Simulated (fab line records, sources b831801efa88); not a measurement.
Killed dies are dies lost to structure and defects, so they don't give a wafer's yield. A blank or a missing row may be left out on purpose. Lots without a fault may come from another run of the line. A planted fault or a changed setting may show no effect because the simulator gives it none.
One fault seen from 2 desks | flow gf180mcu | each desk has only its own numbers; what lay behind them comes last

THE METROLOGY DESK
What the gauges read, lot by lot, whatever tool the lot ran on: means of the sampled wafers that have a number. A lot is out of limits, marked OUT, if its mean lies more than 4 standard deviations from the usual mean; the brackets give that distance.
Columns: A = STI_CVD_03_THK at GF_STI_THK_MEAS_04, usual 207.0 nm; B = DNWELL_TW at GF_DNWELL_TW_MEAS_09, usual 1349; C = NWELL_TW at GF_NWELL_TW_MEAS_11, usual 1580; D = VT_IMPLANT_OVL at GF_VT_IMPLANT_OVL_MEAS_07, usual 1.6 nm
lot  | first seen here | A     | B               | C    | D
L496 | day 1 13:53     | 206.5 | 1370            | 1579 | 1.6
L497 | day 1 18:35     | 207.4 | 1369            | 1588 | 2.7
L498 | day 1 23:34     | 207.3 | 1350            | 1590 | 2.4
L501 | day 2 15:33     | 206.6 | 1352            | 1576 | 2.4
L502 | day 2 20:52     | 204.4 | 1337            | 1579 | 1.4
L503 | day 3 02:50     | 209.4 | 1357            | 1593 | 1.6
L504 | day 3 05:44     | 205.8 | 1345            | 1567 | 1.0
L505 | day 3 11:19     | 208.9 | 1358            | 1565 | 0.3
L506 | day 3 16:55     | 202.8 | 1300 (-4.5) OUT | 1578 | 1.3
L507 | day 3 21:34     | 208.9 | 1314            | 1586 | 2.7
L508 | day 4 02:33     | 206.3 | 1319            | 1576 | 2.2
L515 | day 5 13:33     | 207.4 | 1343            | 1587 | 0.1
L517 | day 5 23:32     | 207.4 | 1333            | 1583 | 1.4
L518 | day 6 03:34     | 208.5 | 1348            | 1576 | 1.5
L519 | day 6 09:43     | 208.0 | 1344            | 1581 | 2.0
This desk's finding: out of limits on L506; first on L506, day 5 00:25 (DNWELL_TW at GF_DNWELL_TW_MEAS_09). In limits: L496, L497, L498, L501, L502, L503, L504, L505, L507, L508, L515, L517, L518, L519.

THE TOOL OWNER'S DESK: implanter-02
The tool's own readings at GF_DNWELL_IMPLANT_07: means of the sampled wafers that have a number, for each lot that ran on this tool. A lot is out of limits, marked OUT, if its mean lies more than 4 standard deviations from the usual mean; the brackets give that distance.
Columns: A = end_station_pressure_torr at GF_DNWELL_IMPLANT_07, usual 5.06e-06 Torr
lot  | first seen here | A
L496 | day 2 18:28     | 4.71e-06
L503 | day 4 09:04     | 5.20e-06
L504 | day 4 12:20     | 4.78e-06
L506 | day 5 00:10     | 5.08e-06
L507 | day 5 06:05     | 5.22e-06
L508 | day 5 11:01     | 4.82e-06
This desk's finding: nothing out of limits on any of the 6 lots.

PUT TOGETHER
The metrology desk could have raised an alarm at day 5 00:25, on L506.
The tool owner's desk saw nothing out of limits.
The tool owner's desk has L506 on record, within its limits.
Of the lots named, all ran GF_DNWELL_IMPLANT_07 on implanter-02.

WHAT THE SIMULATOR HAD PUT IN
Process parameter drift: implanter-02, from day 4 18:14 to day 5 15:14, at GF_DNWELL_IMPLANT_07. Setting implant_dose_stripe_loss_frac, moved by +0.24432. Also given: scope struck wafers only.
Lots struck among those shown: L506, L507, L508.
Hours from the fault's start to each desk's first reading out of limits: the metrology desk, 6.
